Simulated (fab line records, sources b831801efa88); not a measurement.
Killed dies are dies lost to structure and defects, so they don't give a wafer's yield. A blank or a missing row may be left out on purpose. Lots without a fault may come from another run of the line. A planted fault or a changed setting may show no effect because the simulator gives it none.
Which tool did it? | flow sky130 | 14 lots, 42 wafers sampled, at 6 steps of a route of 708

WHAT THE GAUGES READ, wafer by wafer
SKY_FIELD_ISO_CD_MEAS_13: target cd 150 nm.
lot  | measured    | on        | cd_nm (nm)
L337 | day 2 05:14 | cd_sem-01 | 151.2 151.8 153.8
L338 | day 2 09:55 | cd_sem-02 | 149.7 149.9 151.1
L339 | day 2 14:15 | cd_sem-02 | 148.5 148.7 149.2
L340 | day 2 19:22 | cd_sem-01 | 150.1 151.3 152.0
L342 | day 3 06:34 | cd_sem-01 | 149.9 150.4 150.8
L343 | day 3 11:46 | cd_sem-01 | 152.6 150.3 150.4
L345 | day 4 12:49 | cd_sem-01 | 151.9 150.8 151.2
L346 | day 4 13:43 | cd_sem-01 | 151.6 151.4 151.2
L348 | day 4 13:46 | cd_sem-02 | 150.9 150.2 150.8
L352 | day 5 09:43 | cd_sem-01 | 147.0 148.6 148.1
L354 | day 5 21:34 | cd_sem-02 | 152.9 150.5 151.7
L358 | day 6 17:41 | cd_sem-02 | 150.8 149.5 150.6
L359 | day 6 22:16 | cd_sem-01 | 149.8 150.2 149.4
L360 | day 7 04:23 | cd_sem-02 | 151.1 150.3 150.2

SKY_FIELD_ISO_THK_MEAS_23.
lot  | measured    | on            | FIELD_ISO_OXIDATION_01_THK (nm)
L337 | day 2 07:04 | film_metro-03 | 9.63 9.60 9.54
L338 | day 2 12:29 | film_metro-04 | 9.91 9.90 9.88
L339 | day 2 16:04 | film_metro-03 | 10.12 10.17 10.26
L340 | day 2 21:13 | film_metro-01 | 9.96 9.73 9.81
L342 | day 3 09:26 | film_metro-04 | 10.12 10.13 10.13
L343 | day 3 14:48 | film_metro-01 | 10.22 10.19 9.95
L345 | day 4 15:05 | film_metro-01 | 10.22 10.28 10.15
L346 | day 4 15:49 | film_metro-01 | 9.92 9.77 9.81
L348 | day 4 15:52 | film_metro-04 | 10.00 9.71 9.74
L352 | day 5 11:50 | film_metro-04 | 9.85 9.84 9.77
L354 | day 6 00:30 | film_metro-01 | 10.25 10.17 9.95
L358 | day 6 19:59 | film_metro-04 | 10.07 10.09 10.06
L359 | day 7 00:59 | film_metro-04 | 10.06 9.95 10.18
L360 | day 7 06:13 | film_metro-03 | 10.00 10.15 10.07

SKY_LDD_LDN_OVL_MEAS_07.
lot  | measured     | on         | LDD_LDN_OVL (nm)
L337 | day 22 13:22 | overlay-01 | -2.0 0.0 1.2
L338 | day 22 17:49 | overlay-01 | -1.4 -1.2 0.6
L339 | day 23 04:58 | overlay-01 | 1.4 0.8 0.7
L340 | day 23 15:55 | overlay-01 | -0.7 -0.1 1.3
L342 | day 24 09:49 | overlay-01 | -0.2 -2.3 0.3
L343 | day 24 18:34 | overlay-01 | -0.1 -1.6 -0.6
L346 | day 26 20:13 | overlay-01 | 0.2 -1.4 -0.6
L352 | day 28 04:08 | overlay-02 | 0.5 0.5 0.7
L354 | day 28 14:36 | overlay-02 | 0.2 1.2 1.3
L358 | day 29 21:34 | overlay-02 | -0.1 1.5 2.1
L359 | day 30 07:40 | overlay-02 | 0.4 1.4 0.6
L360 | day 30 19:22 | overlay-01 | -0.6 1.9 -0.7

WHICH TOOL RAN EACH LOT (tool, then ch and the chambers of the sampled wafers, then the start)
lot  | SKY_FIELD_ISO_ETCH_14             | SKY_FIELD_ISO_ETCH_15             | SKY_FIELD_ISO_STRIP_16
L337 | rie_diel-03 ch 0,1, day 2 05:20   | rie_diel-03 ch 0,1, day 2 05:23   | plasma_asher-04 ch 0,1, day 2 05:26
L338 | rie_diel-03 ch 0,1,2, day 2 10:02 | rie_diel-03 ch 0,1,2, day 2 10:04 | plasma_asher-01 ch 0,1, day 2 10:07
L339 | rie_diel-04 ch 0,3, day 2 14:20   | rie_diel-04 ch 0,3, day 2 14:22   | plasma_asher-04 ch 0,1, day 2 14:28
L340 | rie_diel-03 ch 0,1,2, day 2 19:29 | rie_diel-03 ch 0,1,2, day 2 19:31 | plasma_asher-04 ch 0,1, day 2 19:35
L342 | rie_diel-03 ch 0,2,3, day 3 06:41 | rie_diel-03 ch 0,2,3, day 3 06:43 | plasma_asher-02 ch 0,1, day 3 06:46
L343 | rie_diel-01 ch 0,1,3, day 3 11:53 | rie_diel-01 ch 0,1,3, day 3 11:55 | plasma_asher-01 ch 0,1, day 3 11:59
L345 | rie_diel-03 ch 0,1,3, day 4 12:56 | rie_diel-03 ch 0,1,3, day 4 12:58 | plasma_asher-01 ch 0, day 4 13:01
L346 | rie_diel-01 ch 0,1,2, day 4 13:50 | rie_diel-01 ch 0,1,2, day 4 13:52 | plasma_asher-04 ch 0,1, day 4 13:56
L348 | rie_diel-03 ch 1,2, day 4 13:53   | rie_diel-03 ch 1,2, day 4 13:56   | plasma_asher-01 ch 0,1, day 4 13:59
L352 | rie_diel-04 ch 0,2,3, day 5 09:47 | rie_diel-04 ch 0,2,3, day 5 09:49 | plasma_asher-04 ch 0,1, day 5 09:55
L354 | rie_diel-01 ch 1,2,3, day 5 21:41 | rie_diel-01 ch 1,2,3, day 5 21:43 | plasma_asher-04 ch 0,1, day 5 21:47
L358 | rie_diel-04 ch 0,1,3, day 6 17:47 | rie_diel-04 ch 0,1,3, day 6 17:49 | plasma_asher-04 ch 0, day 6 17:52
L359 | rie_diel-04 ch 1,2,3, day 6 22:23 | rie_diel-04 ch 1,2,3, day 6 22:25 | plasma_asher-04 ch 0,1, day 6 22:29
L360 | rie_diel-03 ch 0,3, day 7 04:29   | rie_diel-03 ch 0,3, day 7 04:31   | plasma_asher-01 ch 0,1, day 7 04:35
- SKY_FIELD_ISO_ETCH_14: etches BARC in N2/H2, stops on SiO2, time 45.9 s, target depth 60 nm.
- SKY_FIELD_ISO_ETCH_15: etches the open film in CHF3/O2, stops on Si, target depth 180 nm, time 72 s.
- SKY_FIELD_ISO_STRIP_16: strips in O2/N2.

WHAT THE TOOLS THEMSELVES READ (means of the sampled wafers that have a number; where no wafer has one, the mark that the record gives instead)
SKY_FIELD_ISO_ETCH_14.
lot  | tool        | drypump_motor_current_A (A) | oes_product_au (a.u.) | run_length_s (s) | throttle_valve_pct (%)
L337 | rie_diel-03 | 5.8                         | 0.850                 | 74.2             | 13.226
L338 | rie_diel-03 | 5.7                         | 0.854                 | 74.2             | 13.233
L339 | rie_diel-04 | 5.7                         | 0.850                 | 74.2             | 13.220
L340 | rie_diel-03 | 5.7                         | 0.855                 | 74.2             | 13.233
L342 | rie_diel-03 | 5.5                         | 0.858                 | 73.8             | 13.227
L343 | rie_diel-01 | 5.6                         | 0.852                 | 74.0             | 13.220
L345 | rie_diel-03 | 5.7                         | 1.000                 | 49.9             | 13.244
L346 | rie_diel-01 | 5.9                         | 0.857                 | 74.1             | 13.228
L348 | rie_diel-03 | 5.9                         | 0.997                 | 49.8             | 13.237
L352 | rie_diel-04 | 5.9                         | 0.851                 | 74.3             | 13.224
L354 | rie_diel-01 | 5.7                         | 0.855                 | 74.2             | 13.228
L358 | rie_diel-04 | 5.8                         | 0.849                 | 74.7             | 13.221
L359 | rie_diel-04 | 6.0                         | 0.854                 | 74.2             | 13.221
L360 | rie_diel-03 | 5.4                         | 0.858                 | 74.0             | 13.226

SKY_FIELD_ISO_ETCH_15.
lot  | tool        | drypump_motor_current_A (A) | oes_product_au (a.u.) | run_length_s (s) | throttle_valve_pct (%)
L337 | rie_diel-03 | 5.8                         | 0.952                 | 100.4            | 8.846
L338 | rie_diel-03 | 5.7                         | 0.948                 | 100.0            | 8.851
L339 | rie_diel-04 | 5.7                         | 0.952                 | 100.5            | 8.846
L340 | rie_diel-03 | 5.7                         | 0.955                 | 100.3            | 8.851
L342 | rie_diel-03 | 5.5                         | 0.949                 | 100.2            | 8.845
L343 | rie_diel-01 | 5.6                         | 0.952                 | 100.2            | 8.857
L345 | rie_diel-03 | 5.6                         | 0.375                 | 100.1            | 8.679
L346 | rie_diel-01 | 5.9                         | 0.952                 | 100.2            | 8.852
L348 | rie_diel-03 | 5.9                         | 0.372                 | 100.7            | 8.679
L352 | rie_diel-04 | 5.8                         | 0.940                 | 100.3            | 8.842
L354 | rie_diel-01 | 5.7                         | 0.952                 | 100.2            | 8.848
L358 | rie_diel-04 | 5.9                         | 0.957                 | 100.3            | 8.835
L359 | rie_diel-04 | 6.0                         | 0.947                 | 100.4            | 8.847
L360 | rie_diel-03 | 5.4                         | 0.949                 | 100.1            | 8.842

SKY_FIELD_ISO_STRIP_16.
lot  | tool            | drypump_motor_current_A (A) | oes_product_au (a.u.) | strip_time_to_endpoint_s (s)
L337 | plasma_asher-04 | 5.0                         | 0.383                 | 3.57
L338 | plasma_asher-01 | 5.6                         | 0.381                 | 3.57
L339 | plasma_asher-04 | 4.9                         | 0.377                 | 3.53
L340 | plasma_asher-04 | 4.9                         | 0.378                 | 3.54
L342 | plasma_asher-02 | 5.6                         | 0.378                 | 3.53
L343 | plasma_asher-01 | 5.6                         | 0.379                 | 3.55
L345 | plasma_asher-01 | 5.4                         | 0.386                 | 3.78
L346 | plasma_asher-04 | 5.0                         | 0.379                 | 3.55
L348 | plasma_asher-01 | 5.6                         | 0.393                 | 3.84
L352 | plasma_asher-04 | 4.9                         | 0.382                 | 3.55
L354 | plasma_asher-04 | 5.0                         | 0.380                 | 3.54
L358 | plasma_asher-04 | 5.2                         | 0.374                 | 3.56
L359 | plasma_asher-04 | 5.0                         | 0.380                 | 3.53
L360 | plasma_asher-01 | 5.8                         | 0.377                 | 3.54

THE ANSWER, worked out from the rows above alone
Rule: what is usual is taken from the lots themselves. Put in order of their means at a reading, lots are off if they are a third of the lots or fewer, leave a main group of 4 or more, and stand apart from it by a gap of 3 or more times the standard deviation of the main group's means; of several such gaps the widest counts. A main group whose means are all the same, to the digits that the tables above print for the reading, isn't used. A lot without any number at a reading at which 4 lots or more have one is off too. The other lots that the step has rows for count as sound. The gauges are gone through in route order, then the tools' own readings, and for those a lot's mean is taken as printed above. The first step at which some lot is off is used, and at that step the reading that is off furthest; a lot without a number counts as furthest.
Off: L345, L348, at SKY_FIELD_ISO_ETCH_14 (run_length_s). The main group: mean 74.2 s, standard deviation 0.2.
A tool fits if, at that step or a process step before it, it ran every lot that is off, and no sound lot after the first of them. None of those tried fits.

WHAT THE SIMULATOR HAD PUT IN
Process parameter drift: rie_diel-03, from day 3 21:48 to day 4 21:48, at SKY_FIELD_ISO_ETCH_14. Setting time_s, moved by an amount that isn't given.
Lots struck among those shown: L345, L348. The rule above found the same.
